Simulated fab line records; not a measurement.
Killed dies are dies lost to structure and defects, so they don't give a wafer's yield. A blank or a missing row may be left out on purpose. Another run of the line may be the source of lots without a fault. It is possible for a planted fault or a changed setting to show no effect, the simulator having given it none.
Matching of chambers / flow sfq-line / pecvd-02 running SFQ_TRILAYER_A5C_DEP_PECVD_142: 3 sister chambers
The step deposits SiO2 from SiH4/N2O, time 15.556 s, target thk 70 nm. 3 wafers are shown with their chamber, then 7 later ones without.

WAFERS WITH THEIR CHAMBER
wafer=L477.6; chamber=1; throttle-valve-pct (%)=25.2
wafer=L480.4; chamber=0; throttle-valve-pct (%)=23.6
wafer=L487.5; chamber=2; throttle-valve-pct (%)=25.4

WAFERS MISSING THEIR CHAMBER
wafer=L487.6; throttle-valve-pct (%)=25.4
wafer=L488.1; throttle-valve-pct (%)=25.4
wafer=L488.4; throttle-valve-pct (%)=25.5
wafer=L488.6; throttle-valve-pct (%)=25.4
wafer=L490.2; throttle-valve-pct (%)=25.2
wafer=L490.4; throttle-valve-pct (%)=23.9
wafer=L490.5; throttle-valve-pct (%)=25.3

EACH ONE'S CHAMBER
wafer=L487.6; from the rows above=can't be placed: 2 or 1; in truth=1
wafer=L488.1; from the rows above=can't be placed: 2 or 1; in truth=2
wafer=L488.4; from the rows above=can't be placed: 2 or 1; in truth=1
wafer=L488.6; from the rows above=can't be placed: 2 or 1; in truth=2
wafer=L490.2; from the rows above=can't be placed: 1 or 2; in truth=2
wafer=L490.4; from the rows above=0; in truth=0
wafer=L490.5; from the rows above=can't be placed: 2 or 1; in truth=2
Placed correctly: 1 of 7. These rows do not allow placing 6 (true chamber among the candidates in 6). Wrongly placed: 0.
How it was worked out, from the rows above alone: a wafer's distance from a chamber is the root of the sum, over the readings, of the square of ((its reading less the chamber's mean) divided by the reading's scatter). If the next closest chamber is less than 2 further off than the closest, the wafer can't be placed; otherwise it belongs to the closest. Each chamber's mean is taken over the wafers shown for it. The scatter (one wafer shown for each chamber): square how far every hidden wafer sits from the nearest shown wafer, average those squares and take the square root.
